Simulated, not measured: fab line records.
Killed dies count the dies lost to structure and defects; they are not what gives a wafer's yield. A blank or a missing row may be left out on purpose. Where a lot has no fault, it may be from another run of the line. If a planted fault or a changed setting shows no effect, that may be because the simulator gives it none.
A struck lot beside a sound one -- flow sky130 -- 17 steps out of a route of 708
Sound: wafers L964.1, L964.5, L964.6. Wafers struck: L969.1, L969.5, L969.6. Last of all comes the cause.
At each step with rows: each side's tool, then ch and its chambers, then its first start. Under that, the readings that differ: sound wafers -- struck wafers -- difference of the means -- sigmas: that difference in standard deviations of wafers without a fault.
alike: a reading whose means differ by less than 2 such deviations, as well as words and numbers matching on both sides. not compared: withheld readings; readings where some wafer has no value; bounds like >300 that might hide an equal value; numbers whose values overlap and for which the record gives no deviation.
The two part at a step that has a row with sigmas, a row that says differs or no value, or rows on one side only. Numbers that don't overlap but have no deviation are shown without sigmas and don't part them. A reading that every wafer of one side lacks parts them only if that side has two wafers or more.

first, 3 steps without rows for these wafers: SKY_VIA1_EXPOSE_09 (exposes mask VIM, target cd 150 nm); SKY_VIA1_PEB_10; SKY_VIA1_DEVELOP_11 (develop time 60 s).
SKY_VIA1_CD_MEAS_12: target cd 150 nm.
  sound on cdSem-01, day 36 02:15; struck on cdSem-02, day 37 12:26
  alike: cdNm
SKY_VIA1_OVL_MEAS_13:
  sound on overlay-02, day 36 02:22; struck on overlay-02, day 37 12:33
reading,sound,struck,difference,sigmas
VIA1_OVL (nm),4 2 7,-6 -4 -8,-10,-3
SKY_VIA1_ETCH_14: etches BARC in N2/H2, stops on SiO2, time 45.9 s, target depth 60 nm.
  sound on rieDiel-04 ch 1,2, day 36 02:25; struck on rieDiel-01 ch 2,3, day 37 12:35
  alike: drypumpMotorCurrentA, oesProductAu, rfFwdPowerW, throttleValvePct
  not compared: rfHoursCounterH
SKY_VIA1_ETCH_15: etches SiO2 in C4F8/O2/Ar, stops on TiN, target depth 351 nm, time 54 s.
  sound on rieDiel-04 ch 1,2, day 36 02:27; struck on rieDiel-01 ch 2,3, day 37 12:38
  alike: oesProductAu, rfFwdPowerW
  not compared: rfHoursCounterH
SKY_VIA1_STRIP_16: strips in O2/N2.
  sound on plasmaAsher-03 ch 0,1, day 36 02:29; struck on plasmaAsher-03 ch 0,1, day 37 12:40
  alike: drypumpMotorCurrentA, oesProductAu, stripTimeToEndpointS
  not compared: rfHoursCounterH
then, 3 steps without rows for these wafers: SKY_VIA1_STRIP_17 (strips in post etch residue remover, time 1200 s); SKY_VIA1_CLEAN_18 (cleans in IPA, time 180 s); SKY_VIA1_CLEAN_19 (cleans in O3/DIW).
SKY_VIA1_SPUTTER_20: material TiN, target thk 20 nm, time 80 s.
  sound on pvdSputter-03, day 36 03:08; struck on pvdSputter-03, day 37 13:16
  alike: chamberPressurePa, throttleValvePct
SKY_VIA1_CVD_21: deposits W, target thk 270 nm, time 80.902 s.
  sound on cvdW-01 ch 1, day 36 03:11; struck on cvdW-02 ch 0,1, day 37 13:19
reading,sound,struck,difference,sigmas
chamberPressureTorr (Torr),39.96 40.02 40.06,44.18 44.31 44.23,+4.23,+46
model.W_of_VIA1_CVD_21.thkNm (nm),270.7 271 267.4,282.8 284.2 283.4,+13.8,
  alike: heaterPowerW
SKY_VIA1_RS_MEAS_22: measures by four-point-probe.
  sound on filmMetro-03, day 36 03:22; struck on filmMetro-01, day 37 13:25
reading,sound,struck,difference,sigmas
VIA1_W_RS (ohm/sq),0.425 0.423 0.430,0.407 0.405 0.406,-0.020,-4
SKY_VIA1_THK_MEAS_23: measures by xrf.
  sound on filmMetro-03, day 36 03:29; struck on filmMetro-01, day 37 13:32
reading,sound,struck,difference,sigmas
VIA1_W_THK (nm),275 277 270,289 291 290,+16,+5
SKY_VIA1_CMP_24: polishes, stops on SiO2, t overpolish 15 s, target thk 0 nm.
  sound on cmp-02 ch 0,1,2, day 36 03:42; struck on cmp-02 ch 0,3, day 37 13:39
  alike: motorCurrentA
-- the record jumps here: 11 days lie between the struck wafers' starts before and after (it left off in module VIA1 and takes up again in module PAD_OPEN, whose first step shown is number 708 of the route) --
SKY_PAD_OPEN_PROBE_99:
  sound on prober-02, day 47 11:53; struck on prober-02, day 48 11:33
  alike: defectLimitedYield, killed_at_M0_to_M3, killed_at_M4_up, killedAtContacts, killedAtFrontEnd, killedAtOther, killedDies, killedOpen, killedShort, sort_bin_3_pad_short, sort_bin_5_function, sort_bin_6_memory, sortNPass, sortYieldPct

## WHERE THEY PART
Earliest at SKY_VIA1_OVL_MEAS_13; latest, in this record, at SKY_VIA1_THK_MEAS_23. Later steps at which nothing parts them and some readings are alike: SKY_VIA1_CMP_24, SKY_PAD_OPEN_PROBE_99.

WHY: whatever the simulator had introduced
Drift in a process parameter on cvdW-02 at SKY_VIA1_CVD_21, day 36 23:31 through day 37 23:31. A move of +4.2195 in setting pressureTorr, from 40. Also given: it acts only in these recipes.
